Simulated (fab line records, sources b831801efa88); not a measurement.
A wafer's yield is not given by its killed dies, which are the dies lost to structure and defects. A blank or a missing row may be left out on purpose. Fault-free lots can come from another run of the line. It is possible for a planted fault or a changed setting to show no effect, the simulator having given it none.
A struck lot beside a sound one / flow sky130 / 15 out of 708 route steps
Sound: wafers L972.2, L972.5, L972.6. The struck wafers were L970.3, L970.4, L970.6. Last of all comes the cause.
Order at every step that has rows: each side's tool, ch and its chambers, its first start. Under that, the readings that differ: sound wafers / struck wafers / difference of the means / sigmas: that difference in standard deviations of wafers without a fault.
alike: words and numbers the same on both sides, and readings whose means are apart by under 2 such deviations; not compared: readings that were withheld, readings missing a value for some wafer, numbers with overlapping values and no deviation given by the record, and bounds like >300 which may hide the same value.
A row with sigmas, a row that says differs or no value, or rows on one side alone: a step with any of these is where the two part. Non-overlapping numbers with no deviation appear without sigmas and do not part them. Lack of a reading on every wafer of one side parts them only where that side has two or more wafers.

first, 4 steps without rows for these wafers: SKY_VIA2_SOFTBAKE_08 (time 90 s); SKY_VIA2_EXPOSE_09 (exposes mask VIM2, target cd 200 nm); SKY_VIA2_PEB_10; SKY_VIA2_DEVELOP_11 (develop time 60 s).
SKY_VIA2_CD_MEAS_12: the cd target is 200 nm.
  struck on cd_sem-01, day 41 22:42; sound on cd_sem-02, day 42 01:27
  alike: cd_nm
SKY_VIA2_OVL_MEAS_13:
  struck on overlay-02, day 41 22:47; sound on overlay-02, day 42 01:33
  alike: VIA2_OVL
SKY_VIA2_ETCH_14: etches BARC in N2/H2, stops on SiO2, time 45.9 s, target depth 60 nm.
  sound on rie_diel-02 ch 1,2, day 42 01:35; struck on rie_diel-03 ch 0,3, day 41 22:49
  alike: drypump_motor_current_A, oes_product_au, throttle_valve_pct
  not compared: rf_hours_counter_h
SKY_VIA2_ETCH_15: etches SiO2 in C4F8/O2/Ar, stops on TiN, target depth 546 nm, time 84 s.
  sound on rie_diel-02 ch 1,2, day 42 01:38; struck on rie_diel-03 ch 0,3, day 41 22:52
  alike: oes_product_au
  not compared: rf_hours_counter_h
SKY_VIA2_STRIP_16: strips in O2/N2.
  sound on plasma_asher-02 ch 0,1, day 42 01:41; struck on plasma_asher-04 ch 0,1, day 41 22:57
reading=strip_time_to_endpoint_s (s); sound=3.995 3.966 4.020; struck=4.071 4.078 4.046; difference=+0.071; sigmas=+3
  alike: drypump_motor_current_A, o2_flow_sccm, oes_product_au
  not compared: rf_hours_counter_h
then, 3 steps without rows for these wafers: SKY_VIA2_STRIP_17 (strips in post etch residue remover, time 1200 s); SKY_VIA2_CLEAN_18 (cleans in IPA, time 180 s); SKY_VIA2_CLEAN_19 (cleans in O3/DIW).
SKY_VIA2_SPUTTER_20: material TiN, target thk 20 nm, time 80 s.
  struck on pvd_sputter-04, day 41 23:40; sound on pvd_sputter-02, day 42 02:17
  no value came back on the struck wafers for cathode_dc_power_W (W), chamber_pressure_pa (Pa), throttle_valve_pct (%); on the sound wafers cathode_dc_power_W (W) reads 3999.0 3999.7 3999.0
SKY_VIA2_CVD_21: deposits W, target thk 420 nm, time 126.4 s.
  sound on cvd_w-01 ch 0,1, day 42 02:20; struck on cvd_w-02 ch 0,1, day 41 23:46
  alike: heater_power_w
-- the record jumps here: 8 days lie between the struck wafers' starts before and after (it left off in module VIA2 and takes up again in module PAD_OPEN, whose first step shown is number 708 of the route) --
SKY_PAD_OPEN_PROBE_99:
  struck on prober-02, day 50 05:37; sound on prober-01, day 50 07:22
reading=defect_limited_yield (%); sound=82.7 84.8 84.6; struck=0 0 0; difference=-84; sigmas=-44
reading=killed_at_M0_to_M3; sound=38 31 30; struck=444 445 447; difference=+412; sigmas=+58
reading=killed_dies; sound=85 75 76; struck=492 492 492; difference=+413; sigmas=+44
reading=killed_on_rim; sound=18 11 16; struck=96 96 96; difference=+81; sigmas=+20
reading=sort_bin_5_function (%); sound=11.4 10.2 9.3; struck=93.7 93.1 92.5; difference=+82.8; sigmas=+55
reading=sort_n_pass; sound=407 417 416; struck=0 0 0; difference=-413; sigmas=-44
reading=sort_yield_pct (%); sound=82.7 84.8 84.6; struck=0 0 0; difference=-84; sigmas=-44
  alike: killed_at_M4_up, killed_at_contacts, killed_at_front_end, killed_at_other, killed_open, killed_short, sort_bin_3_pad_short, sort_bin_6_memory

== WHERE THEY PART ==
Earliest at SKY_VIA2_STRIP_16; latest, in this record, at SKY_PAD_OPEN_PROBE_99.

WHY: what had been put in by the simulator
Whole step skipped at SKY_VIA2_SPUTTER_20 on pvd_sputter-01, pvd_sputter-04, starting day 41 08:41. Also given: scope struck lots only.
